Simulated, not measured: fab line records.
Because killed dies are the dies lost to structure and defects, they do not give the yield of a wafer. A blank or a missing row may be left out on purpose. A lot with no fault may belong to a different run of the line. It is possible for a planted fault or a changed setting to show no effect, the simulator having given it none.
fab line records	flow sky130
[record] lots = 6	wafers = 18	last_day = 50
route steps=708 shown METAL1@440 PAD_OPEN@708
lots that met no fault: taken from a fault-free run of the same line
start_h: the number of hours between the record's first day and the start of the first shown wafer of the lot	wait_h: how many hours have passed since the lot's step before this one	" the same as in the row above	L1.1+2: one row covering several wafers at once	- no value, or no start given	* or withheld: withheld	< > ~ a bound
route shown NAME@n: names a module that has steps shown in the file, with the first one's number in the route	usual: mean and standard deviation over wafers with no fault	same: alike in all rows	chamber/n: place in a boat	sites: the reading at each site	_std_site: the standard deviation of these	_edge_site: mean of outer sites minus mean of inner sites	radius_mm: how far each site lies from the wafer's centre	mask NAME#n: copy n	behind: the most recent tool/chamber to have shaped the wafer	hold: the reason the lot was held/the length of the hold in hours/how it ended	device: which transistor (n, p or np) failed to switch	end of line: the tests these same wafers got at the end of their route	a step with no rows: only its recipe	killed: dies lost to structure and defects at the first sort, not the wafer's yield	map: the dies of a wafer, with x for killed, . for not killed, _ for no die there
set.NAME: the setting the step ran with; set.NAME@STEP: the setting that earlier step ran with	model.NAME: the simulator's own value behind a step, which no gauge read
lots seen at some steps along the route; tables by step, rows by wafer
services: the hour from which a tool's chamber was out of use, counted from the record's first day as start_h (under 0 if before that day), plus the number of hours and why
[[steps]]
[step SKY_METAL1_THK_MEAS_06]
[recipe] thk_meas_gauge = xrf	reads = AlCu_of_METAL1_SPUTTER_02
[usual] METAL1_ALCU_THK = 256/3.3
lot.wafer	tool	chamber	start_h	wait_h	METAL1_ALCU_THK[nm]
L129.1	film_metro-03	-	814.34	0.1	252
L129.2	"	-	"	"	253
L129.5	"	-	"	"	251
L130.2	film_metro-02	-	823.67	0.1	257
L130.5	"	-	"	"	259
L130.6	"	-	"	"	251
L131.1	film_metro-03	-	832.56	0.1	259
L131.2	"	-	"	"	253
L131.5	"	-	"	"	255
L133.1	film_metro-03	-	871.01	0.1	256
L133.3	"	-	"	"	258
L133.6	"	-	"	"	256
L138.1	film_metro-02	-	898.87	0.1	252
L138.2	"	-	"	"	248
L138.6	"	-	"	"	250
L139.2	film_metro-02	-	916.32	0.1	253
L139.4	"	-	"	"	254
L139.5	"	-	"	"	256
[step SKY_METAL1_DEHYDRATE_07]
[recipe] temp_c = 200	time_s = 60
[step SKY_METAL1_HMDS_08]
[recipe] prime_time_s = 60	prime_temp_c = 120
[step SKY_METAL1_COAT_09]
[recipe] resist = BARC	temp_c = withheld	time_s = withheld	spin_rpm = 3000	resist_thk_nm = 60
[step SKY_METAL1_COAT_10]
[recipe] resist = KrF-thick	spin_rpm = 3000	resist_thk_nm = 450
[step SKY_METAL1_SOFTBAKE_11]
[recipe] temp_c = 100	time_s = 90	resist = KrF-thick
[step SKY_METAL1_EXPOSE_12]
[recipe] mask_id = MM1	na = 0.8	source_shape = annular	sigma_inner = 0.55	sigma_outer = 0.85	target_cd_nm = 140	dose_mj = 28
[step SKY_METAL1_PEB_13]
[recipe] peb_temp_c = withheld	peb_time_s = withheld	resist = KrF-thick
[step SKY_METAL1_DEVELOP_14]
[recipe] develop_time_s = 60	resist = KrF-thick	dev_temp_c = 21
[step SKY_METAL1_CD_MEAS_15]
[recipe] target_cd_nm = 140
[usual] cd_nm = 140.3/1.5
lot.wafer	tool	chamber	start_h	wait_h	cd_nm
L129.1	cd_sem-01	-	840.24	-	139.4
L129.2	"	-	"	"	139.3
L129.5	"	-	"	"	140.2
L130.2	cd_sem-02	-	849.43	-	141.9
L130.5	"	-	"	"	141.5
L130.6	"	-	"	"	142.2
L131.1	cd_sem-01	-	858.89	-	142.3
L131.2	"	-	"	"	140.5
L131.5	"	-	"	"	141.0
L133.1	cd_sem-02	-	896.69	-	139.8
L133.3	"	-	"	"	138.4
L133.6	"	-	"	"	138.6
L138.1	cd_sem-01	-	923.47	-	140.1
L138.2	"	-	"	"	138.7
L138.6	"	-	"	"	139.8
L139.2	cd_sem-01	-	940.51	-	141.0
L139.4	"	-	"	"	140.7
L139.5	"	-	"	"	139.9
[step SKY_METAL1_OVL_MEAS_16]
[usual] METAL1_OVL = 1/5.7
lot.wafer	tool	chamber	start_h	wait_h	METAL1_OVL[nm]
L129.1	overlay-01	-	840.36	0.1	1
L129.2	"	-	"	"	4
L129.5	"	-	"	"	4
L130.2	overlay-01	-	849.54	0.1	-3
L130.5	"	-	"	"	0
L130.6	"	-	"	"	0
L131.1	overlay-01	-	859.01	0.1	-1
L131.2	"	-	"	"	0
L131.5	"	-	"	"	0
L133.1	overlay-01	-	896.81	0.1	-4
L133.3	"	-	"	"	0
L133.6	"	-	"	"	2
L138.1	overlay-01	-	923.59	0.1	-6
L138.2	"	-	"	"	-2
L138.6	"	-	"	"	3
L139.2	overlay-02	-	940.61	0.1	5
L139.4	"	-	"	"	8
L139.5	"	-	"	"	6
[step SKY_METAL1_DESCUM_17]
[recipe] chemistry = O2	source_power_w = 150	bias_power_w = 0	pressure_mtorr = 10	temp_c = 40	time_s = 8
[usual] drypump_motor_current_A = 5.7/0.39	oes_product_au = 0.999/0.0089
lot.wafer	tool	chamber	start_h	wait_h	drypump_motor_current_A	oes_product_au	rf_hours_counter_h
L129.1	rie_metal-01	0	840.39	0.0	5.9	0.991	5
L129.2	"	1	"	"	5.8	0.984	4
L129.5	"	0	"	"	5.8	0.995	-
L130.2	rie_metal-01	1	849.57	0.0	5.8	1.007	4
L130.5	"	1	"	"	5.8	0.995	-
L130.6	"	0	"	"	5.9	0.994	-
L131.1	rie_metal-02	1	859.04	0.0	5.8	0.998	1
L131.2	"	0	"	"	4.9	0.990	13
L131.5	"	1	"	"	5.8	0.996	-
L133.1	rie_metal-01	0	896.84	0.0	5.9	1.001	7
L133.3	"	0	"	"	5.9	0.992	-
L133.6	"	1	"	"	5.8	1.001	-
L138.1	rie_metal-03	0	923.63	0.0	6.3	1.006	12
L138.2	"	1	"	"	5.7	1.014	17
L138.6	"	1	"	"	5.7	1.000	-
L139.2	rie_metal-01	1	940.64	0.0	5.8	0.986	7
L139.4	"	0	"	"	5.9	0.985	-
L139.5	"	0	"	"	5.9	0.992	-
[step SKY_METAL1_ETCH_18]
[recipe] chemistry = N2/H2	target = BARC	ion_energy_ev = 200	bias_w = 100	pressure_mtorr = 30	n2_flow_sccm = 100	h2_flow_sccm = 200	icp_w = 500	stop_on = SiO2	time_s = 45.9	target_depth_a = 600
[usual] bias_w = 100.02/0.29	chamber_pressure_mTorr = 30.005/0.027	drypump_motor_current_A = 5.8/0.39	oes_product_au = 0.854/0.0048	throttle_valve_pct = 13.225/0.0094
lot.wafer	tool	chamber	start_h	wait_h	bias_w	chamber_pressure_mTorr	drypump_motor_current_A	oes_product_au	rf_hours_counter_h	throttle_valve_pct	model.KrF-thick_of_METAL1_COAT_10.thk_nm
L129.1	rie_metal-01	0	840.44	0.0	-	-	-	-	-	-	437.9
L129.2	"	1	"	"	-	-	-	-	-	-	436.1
L129.5	"	0	"	"	-	-	-	-	-	-	436.8
L130.2	rie_metal-01	1	849.60	0.0	-	-	-	-	-	-	433.5
L130.5	"	1	"	"	-	-	-	-	-	-	434
L130.6	"	0	"	"	-	-	-	-	-	-	434.5
L131.1	rie_metal-02	1	859.07	0.0	100.16	29.980	5.8	0.851	1	13.237	392
L131.2	"	0	"	"	99.71	30.024	4.9	0.859	13	13.233	391.3
L131.5	"	1	"	"	99.85	29.940	5.8	0.850	-	13.231	391.1
L133.1	rie_metal-01	0	896.87	0.0	100.05	30.026	5.9	0.856	7	13.227	391.3
L133.3	"	0	"	"	100.08	30.006	5.9	0.856	-	13.227	391.3
L133.6	"	1	"	"	100.38	29.969	5.8	0.856	-	13.237	392.4
L138.1	rie_metal-03	0	923.66	0.0	99.94	30.048	6.3	0.852	12	13.233	389.2
L138.2	"	1	"	"	100.21	29.970	5.7	0.849	17	13.197	391
L138.6	"	1	"	"	99.65	29.993	5.7	0.861	-	13.219	391.4
L139.2	rie_metal-01	1	940.67	0.0	100.17	30.043	5.8	0.842	7	13.223	392.6
L139.4	"	0	"	"	100.01	30.022	5.9	0.857	-	13.221	392.3
L139.5	"	0	"	"	99.83	30.042	5.8	0.854	-	13.234	391.2
[step SKY_METAL1_METAL_ETCH_19]
[recipe] target_depth_a = 3600	stop_on = SiO2	over_etch_frac = 0.3	time_s = 78	chemistry = Cl2/BCl3	resist_sidewall_deg = 88	pressure_mtorr = 10	icp_w = 900	bias_w = 48.5	Cl2_flow_sccm = 60	bcl3_flow_sccm = 30
[usual] bcl3_flow_sccm = 30.00/0.096	bias_w = 48.50/0.15	drypump_motor_current_A = 5.7/0.39	oes_product_au = 0.855/0.0055	throttle_valve_pct = 22.265/0.0087
lot.wafer	tool	chamber	start_h	wait_h	bcl3_flow_sccm	bias_w	drypump_motor_current_A	oes_product_au	rf_hours_counter_h	throttle_valve_pct	model.KrF-thick_of_METAL1_COAT_10.thk_nm
L129.1	rie_metal-01	0	840.52	0.1	29.97	48.57	5.9	0.374	5	22.254	207
L129.2	"	1	"	"	29.90	48.74	5.8	0.383	4	22.263	207
L129.5	"	0	"	"	29.95	48.52	5.9	0.367	-	22.263	205.9
L130.2	rie_metal-01	1	849.66	0.0	30.00	48.47	5.8	0.380	4	22.276	202.7
L130.5	"	1	"	"	29.96	48.66	5.8	0.374	-	22.255	202.5
L130.6	"	0	"	"	29.81	48.47	5.9	0.382	-	22.261	201.6
L131.1	rie_metal-02	1	859.14	0.0	30.01	48.53	5.8	0.854	1	22.281	159.4
L131.2	"	0	"	"	29.99	48.63	4.9	0.854	14	22.266	157.3
L131.5	"	1	"	"	29.90	48.75	5.8	0.848	-	22.259	155.7
L133.1	rie_metal-01	0	896.94	0.0	29.98	48.48	5.9	0.858	7	22.271	160
L133.3	"	0	"	"	29.95	48.52	5.8	0.859	-	22.270	160.3
L133.6	"	1	"	"	30.04	48.42	5.8	0.854	-	22.258	160.1
L138.1	rie_metal-03	0	923.72	0.0	30.12	48.72	6.3	0.854	12	22.264	153.3
L138.2	"	1	"	"	30.09	48.50	5.7	0.845	17	22.243	154.5
L138.6	"	1	"	"	29.93	48.40	5.7	0.849	-	22.271	155.3
L139.2	rie_metal-01	1	940.74	0.0	30.16	48.55	5.8	0.851	7	22.262	162.3
L139.4	"	0	"	"	30.02	48.48	5.9	0.859	-	22.261	161.4
L139.5	"	0	"	"	29.91	48.62	5.9	0.853	-	22.260	159.1
[step SKY_METAL1_STRIP_20]
[recipe] chemistry = O2/N2	power_w = 1400	pressure_mtorr = 1500	platen_temp_c = withheld	o2_flow_sccm = 3000	n2_flow_sccm = 300	overash_fraction = 0.5
[usual] drypump_motor_current_A = 5.9/0.33	o2_flow_sccm = 3002/8.7	oes_product_au = 0.342/0.0051	strip_time_to_endpoint_s = 2.70/0.037
lot.wafer	tool	chamber	start_h	wait_h	drypump_motor_current_A	o2_flow_sccm	oes_product_au	rf_hours_counter_h	strip_time_to_endpoint_s
L129.1	plasma_asher-02	0	840.64	0.1	5.9	2998	0.365	42	3.20
L129.2	"	1	"	"	6.1	2999	0.372	42	3.23
L129.5	"	0	"	"	5.9	3004	0.371	-	3.22
L130.2	plasma_asher-02	1	849.75	0.1	6.1	3010	0.363	43	3.19
L130.5	"	1	"	"	6.1	3003	0.369	-	3.17
L130.6	"	0	"	"	5.8	3013	0.358	-	3.17
L131.1	plasma_asher-04	0	859.23	0.1	5.6	3003	0.345	10	2.70
L131.2	"	1	"	"	5.9	3003	0.330	10	2.68
L131.5	"	0	"	"	5.6	3002	0.340	-	2.66
L133.1	plasma_asher-02	1	897.03	0.1	6.1	2993	0.344	49	2.71
L133.3	"	1	"	"	6.2	2983	0.345	-	2.71
L133.6	"	1	"	"	6.1	2991	0.334	-	2.71
L138.1	plasma_asher-02	0	923.81	0.1	5.8	3004	0.336	52	2.65
L138.2	"	1	"	"	6.1	3011	0.345	52	2.64
L138.6	"	0	"	"	5.9	3012	0.342	-	2.65
L139.2	plasma_asher-03	1	940.83	0.1	6.4	3020	0.343	80	2.73
L139.4	"	0	"	"	5.4	2990	0.333	-	2.73
L139.5	"	0	"	"	5.4	3015	0.345	-	2.70
[step SKY_METAL1_STRIP_21]
[recipe] chemistry = post_etch_residue_remover	time_s = 1200	temp_c = 72.5
[step SKY_PAD_OPEN_PROBE_99]
[usual] defect_limited_yield = 82.7/1.9	killed_at_M0_to_M3 = 43/6.6	killed_at_M4_up = 3.1/1.6	killed_at_contacts = 23/5.6	killed_at_front_end = 15/4.2	killed_at_other = 0.2/0.43	killed_dies = 85/9.3	killed_on_rim = 17/3.6	killed_open = 46/6.6	killed_short = 39/6.2	sort_bin_3_pad_short = 0.8/0.37	sort_bin_5_function = 10.2/1.5	sort_bin_6_memory = 6.2/1.1	sort_n_pass = 407/9.3	sort_yield_pct = 82.7/1.9
[same] gross_dies = 492	killed_at_back_side = 0	sort_bin_4_leakage[%] = 0	sort_bin_8_speed[%] = 0
lot.wafer	tool	chamber	start_h	wait_h	hold	defect_limited_yield[%]	killed_at_M0_to_M3	killed_at_M4_up	killed_at_contacts	killed_at_front_end	killed_at_other	killed_dies	killed_on_rim	killed_open	killed_short	sort_bin_3_pad_short[%]	sort_bin_5_function[%]	sort_bin_6_memory[%]	sort_n_pass	sort_yield_pct[%]
L129.1	prober-02	-	1132.96	0.1	await_dispo/1.4h/scrap	0	457	2	20	12	1	492	96	41	47	1.0	91.3	7.7	0	0
L129.2	prober-02	-	1133.01	0.1	await_dispo/1.4h/scrap	0	454	6	21	10	1	492	96	40	38	0.2	92.9	6.9	0	0
L129.5	prober-02	-	1133.16	0.2	await_dispo/1.4h/scrap	0	452	2	21	17	0	492	96	39	39	0.8	93.3	5.9	0	0
L130.2	prober-01	-	1141.30	0.1	await_dispo/1.0h/scrap	0	445	3	28	16	0	492	96	55	40	1.0	91.9	7.1	0	0
L130.5	prober-01	-	1141.45	0.2	await_dispo/1.0h/scrap	0	457	1	22	12	0	492	96	41	33	0.4	94.3	5.3	0	0
L130.6	prober-01	-	1141.50	0.2	await_dispo/1.0h/scrap	0	452	4	29	7	0	492	96	45	38	1.0	91.7	7.3	0	0
L131.1	prober-02	-	1143.40	0.1	-	80.1	47	2	25	23	1	98	18	49	49	1.0	11.8	7.1	394	80.1
L131.2	prober-02	-	1143.45	0.1	-	83.1	53	1	14	15	0	83	17	48	35	0.8	10.4	5.7	409	83.1
L131.5	prober-02	-	1143.60	0.2	-	84.3	44	4	17	12	0	77	21	38	39	0.8	10.4	4.5	415	84.3
L133.1	prober-01	-	1172.93	0.1	-	82.5	48	1	19	18	0	86	18	49	37	0.4	8.9	8.1	406	82.5
L133.3	prober-01	-	1173.03	0.2	-	83.1	39	5	28	10	1	83	15	43	40	0.4	9.8	6.7	409	83.1
L133.6	prober-01	-	1173.18	0.2	-	85.4	39	4	15	14	0	72	23	36	36	1.0	8.9	4.7	420	85.4
L138.1	prober-01	-	1190.07	0.1	-	84.1	27	4	25	21	1	78	15	38	40	1.2	8.1	6.5	414	84.1
L138.2	prober-01	-	1190.12	0.1	-	80.7	40	3	29	23	0	95	15	50	45	1.0	11.2	7.1	397	80.7
L138.6	prober-01	-	1190.32	0.2	-	85.8	37	3	20	10	0	70	16	40	30	1.0	6.1	7.1	422	85.8
L139.2	prober-01	-	1201.40	0.1	-	82.1	50	4	20	14	0	88	21	46	42	1.2	9.8	6.9	404	82.1
L139.4	prober-01	-	1201.50	0.2	-	84.6	43	5	15	13	0	76	10	39	37	1.2	8.7	5.5	416	84.6
L139.5	prober-01	-	1201.55	0.2	-	84.3	45	3	18	11	0	77	14	40	37	1.4	9.3	4.9	415	84.3
// killed by level:class
L129.1 METAL1:area_etch=404 VIA2:geometric_particle:open=9 VIA1:geometric_particle:short=8 METAL2:geometric_particle:short=8 VIA1:geometric_particle:open=8 VIA3:geometric_particle:open=7 LOCAL_INTERCONNECT:geometric_particle:short=7 POLY_GATE:geometric_particle:short=5
L129.2 METAL1:area_etch=414 CONTACT:geometric_particle:open=8 VIA3:geometric_particle:open=6 VIA2:geometric_particle:open=5 VIA1:geometric_particle:open=5 METAL4:geometric_particle:short=5 METAL2:geometric_particle:short=4 LOCAL_INTERCONNECT:geometric_particle:open=4
L129.5 METAL1:area_etch=414 CONTACT:geometric_particle:open=12 VIA2:geometric_particle:open=8 VIA1:geometric_particle:open=5 CONTACT:geometric_particle:short=5 METAL2:geometric_particle:short=5 FIELD_ISO:geometric_particle:open=4 FIELD_ISO:geometric_particle:short=4
L130.2 METAL1:area_etch=397 VIA3:geometric_particle:open=14 VIA1:geometric_particle:open=11 CONTACT:geometric_particle:open=10 METAL1:geometric_particle:short=6 FIELD_ISO:geometric_particle:short=5 LI_CONTACT:geometric_particle:open=5 LOCAL_INTERCONNECT:geometric_particle:short=5
L130.5 METAL1:area_etch=418 VIA3:geometric_particle:open=9 CONTACT:geometric_particle:open=8 VIA1:geometric_particle:open=6 METAL2:geometric_particle:short=5 VIA2:geometric_particle:open=4 LI_CONTACT:geometric_particle:open=4 LOCAL_INTERCONNECT:geometric_particle:short=4
L130.6 METAL1:area_etch=409 CONTACT:geometric_particle:open=11 VIA1:geometric_particle:open=11 VIA2:geometric_particle:open=9 CONTACT:geometric_particle:short=6 LI_CONTACT:geometric_particle:open=5 METAL3:geometric_particle:short=5 METAL1:geometric_particle:short=4
L131.1 VIA1:geometric_particle:open=12 CONTACT:geometric_particle:open=8 FIELD_ISO:geometric_particle:short=7 CONTACT:geometric_particle:short=7 VIA1:geometric_particle:short=6 FIELD_ISO:geometric_particle:open=5 POLY_GATE:geometric_particle:open=5 LOCAL_INTERCONNECT:geometric_particle:short=5
L131.2 VIA1:geometric_particle:open=17 VIA2:geometric_particle:open=9 CONTACT:geometric_particle:open=8 FIELD_ISO:geometric_particle:short=7 VIA3:geometric_particle:open=6 METAL1:geometric_particle:short=5 METAL2:geometric_particle:short=5 FIELD_ISO:geometric_particle:open=4
L131.5 METAL1:geometric_particle:short=12 VIA1:geometric_particle:open=11 LI_CONTACT:geometric_particle:open=7 CONTACT:geometric_particle:open=7 VIA2:geometric_particle:short=5 VIA1:geometric_particle:short=4 METAL2:geometric_particle:short=4 FIELD_ISO:geometric_particle:open=3
L133.1 VIA1:geometric_particle:open=11 VIA3:geometric_particle:open=8 METAL1:geometric_particle:short=7 LI_CONTACT:geometric_particle:open=6 CONTACT:geometric_particle:open=6 FIELD_ISO:geometric_particle:short=4 POLY_GATE:geometric_particle:open=4 METAL3:geometric_particle:short=4
L133.3 CONTACT:geometric_particle:open=10 VIA1:geometric_particle:open=9 LI_CONTACT:geometric_particle:open=6 LOCAL_INTERCONNECT:geometric_particle:short=6 VIA2:geometric_particle:open=6 POLY_GATE:geometric_particle:short=4 VIA3:geometric_particle:open=4 VIA2:geometric_particle:short=4
L133.6 VIA1:geometric_particle:open=8 METAL2:geometric_particle:short=7 VIA1:geometric_particle:short=6 FIELD_ISO:geometric_particle:open=5 SPACER:geometric_particle:short=4 LI_CONTACT:geometric_particle:open=4 LOCAL_INTERCONNECT:geometric_particle:short=4 METAL2:geometric_particle:open=4
L138.1 FIELD_ISO:geometric_particle:short=7 CONTACT:geometric_particle:open=7 LI_CONTACT:geometric_particle:open=6 LOCAL_INTERCONNECT:geometric_particle:short=6 POLY_GATE:geometric_particle:open=4 CONTACT:geometric_particle:short=4 VIA2:geometric_particle:open=4 METAL3:geometric_particle:open=4
L138.2 CONTACT:geometric_particle:open=11 VIA1:geometric_particle:open=9 METAL2:geometric_particle:short=8 FIELD_ISO:geometric_particle:open=7 FIELD_ISO:geometric_particle:short=6 LI_CONTACT:geometric_particle:open=6 POLY_GATE:geometric_particle:open=6 CONTACT:geometric_particle:short=6
L138.6 VIA1:geometric_particle:open=9 CONTACT:geometric_particle:open=8 VIA1:geometric_particle:short=5 METAL3:geometric_particle:short=5 VIA3:geometric_particle:open=4 LI_CONTACT:geometric_particle:open=4 CONTACT:geometric_particle:short=4 POLY_GATE:geometric_particle:open=3
L139.2 CONTACT:geometric_particle:open=10 VIA2:geometric_particle:open=9 VIA3:geometric_particle:open=8 VIA1:geometric_particle:open=7 VIA1:geometric_particle:short=6 FIELD_ISO:geometric_particle:short=5 VIA2:geometric_particle:short=5 METAL3:geometric_particle:short=5
L139.4 VIA1:geometric_particle:open=10 VIA3:geometric_particle:open=8 CONTACT:geometric_particle:open=7 VIA3:geometric_particle:short=7 POLY_GATE:geometric_particle:short=5 VIA2:geometric_particle:open=5 METAL1:geometric_particle:short=5 LI_CONTACT:geometric_particle:open=4
L139.5 VIA3:geometric_particle:open=8 VIA2:geometric_particle:open=7 CONTACT:geometric_particle:open=7 LOCAL_INTERCONNECT:geometric_particle:short=6 VIA1:geometric_particle:open=6 VIA1:geometric_particle:short=5 VIA2:geometric_particle:short=5 LI_CONTACT:geometric_particle:open=4
// map L129.1 (x killed, . not)
__________xxxxxxxxxx_________
________xxxxxxxxxxxxxx_______
______xxxxxxxxxxxxxxxxxx_____
_____xxxxxxxxxxxxxxxxxxxx____
____xxxxxxxxxxxxxxxxxxxxxx___
___xxxxxxxxxxxxxxxxxxxxxxxx__
__xxxxxxxxxxxxxxxxxxxxxxxxxx_
_xxxxxxxxxxxxxxxxxxxxxxxxxxxx
_xxxxxxxxxxxxxxxxxxxxxxxxxxxx
_xxxxxxxxxxxxxxxxxxxxxxxxxxxx
_xxxxxxxxxxxxxxxxxxxxxxxxxxxx
_xxxxxxxxxxxxxxxxxxxxxxxxxxxx
_xxxxxxxxxxxxxxxxxxxxxxxxxxxx
_xxxxxxxxxxxxxxxxxxxxxxxxxxxx
_xxxxxxxxxxxxxxxxxxxxxxxxxxxx
__xxxxxxxxxxxxxxxxxxxxxxxxxx_
___xxxxxxxxxxxxxxxxxxxxxxxx__
____xxxxxxxxxxxxxxxxxxxxxx___
_____xxxxxxxxxxxxxxxxxxxx____
______xxxxxxxxxxxxxxxxxx_____
________xxxxxxxxxxxxxx_______
__________xxxxxxxxxx_________
// map L130.2 (x killed, . not)
__________xxxxxxxxxx_________
________xxxxxxxxxxxxxx_______
______xxxxxxxxxxxxxxxxxx_____
_____xxxxxxxxxxxxxxxxxxxx____
____xxxxxxxxxxxxxxxxxxxxxx___
___xxxxxxxxxxxxxxxxxxxxxxxx__
__xxxxxxxxxxxxxxxxxxxxxxxxxx_
_xxxxxxxxxxxxxxxxxxxxxxxxxxxx
_xxxxxxxxxxxxxxxxxxxxxxxxxxxx
_xxxxxxxxxxxxxxxxxxxxxxxxxxxx
_xxxxxxxxxxxxxxxxxxxxxxxxxxxx
_xxxxxxxxxxxxxxxxxxxxxxxxxxxx
_xxxxxxxxxxxxxxxxxxxxxxxxxxxx
_xxxxxxxxxxxxxxxxxxxxxxxxxxxx
_xxxxxxxxxxxxxxxxxxxxxxxxxxxx
__xxxxxxxxxxxxxxxxxxxxxxxxxx_
___xxxxxxxxxxxxxxxxxxxxxxxx__
____xxxxxxxxxxxxxxxxxxxxxx___
_____xxxxxxxxxxxxxxxxxxxx____
______xxxxxxxxxxxxxxxxxx_____
________xxxxxxxxxxxxxx_______
__________xxxxxxxxxx_________
[[services]]
tool	chamber	start_h	hours	kind
rie_metal-02	1	818.03	-	clean
rie_metal-02	1	818.03	19.3	scheduled_down
rie_metal-02	1	818.03	19.3	vent_cycle
plasma_asher-04	-	881.52	2.8	pm
rie_metal-03	-	881.98	1.2	repair
rie_metal-02	0	898.25	75.1	repair
[[key]]
[first_sign] step = SKY_METAL1_ETCH_18	reading = tool_record	direction = missing
[effect] step = SKY_METAL1_METAL_ETCH_19	reading = oes_product_au	direction = down	sigmas = 87	usual = 0.855	struck = 0.377
[effect] step = SKY_METAL1_STRIP_20	reading = strip_time_to_endpoint_s	direction = up	sigmas = 14	usual = *	struck = *
[effect] step = SKY_PAD_OPEN_PROBE_99	reading = killed_at_M0_to_M3	direction = up	sigmas = 62	usual = 43	struck = 453
[model_effect] step = SKY_METAL1_ETCH_18	value = KrF-thick_of_METAL1_COAT_10.thk_nm	without = 392.7	struck = 435.5
[model_effect] step = SKY_METAL1_METAL_ETCH_19	value = KrF-thick_of_METAL1_COAT_10.thk_nm	without = 161.7	struck = 204.5
[more_kills_born_at] SKY_METAL1_ETCH_18@rie_metal-01 = 2456
met_at SKY_METAL1_ETCH_18
struck_wafers L129.1,L129.2,L129.5,L130.2,L130.5,L130.6
later_rows_left_out L129.1,L129.2,L129.5,L130.2,L130.5,L130.6
[fault] kind = skipped_step_whole	tool = rie_metal-01	chamber = -	onset_h = 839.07	steps = SKY_METAL1_ETCH_18	scope = struck_lots_only
// later_rows_left_out: the simulator's readings of these wafers behind a module that went badly wrong aren't trusted and aren't shown, but for the sort
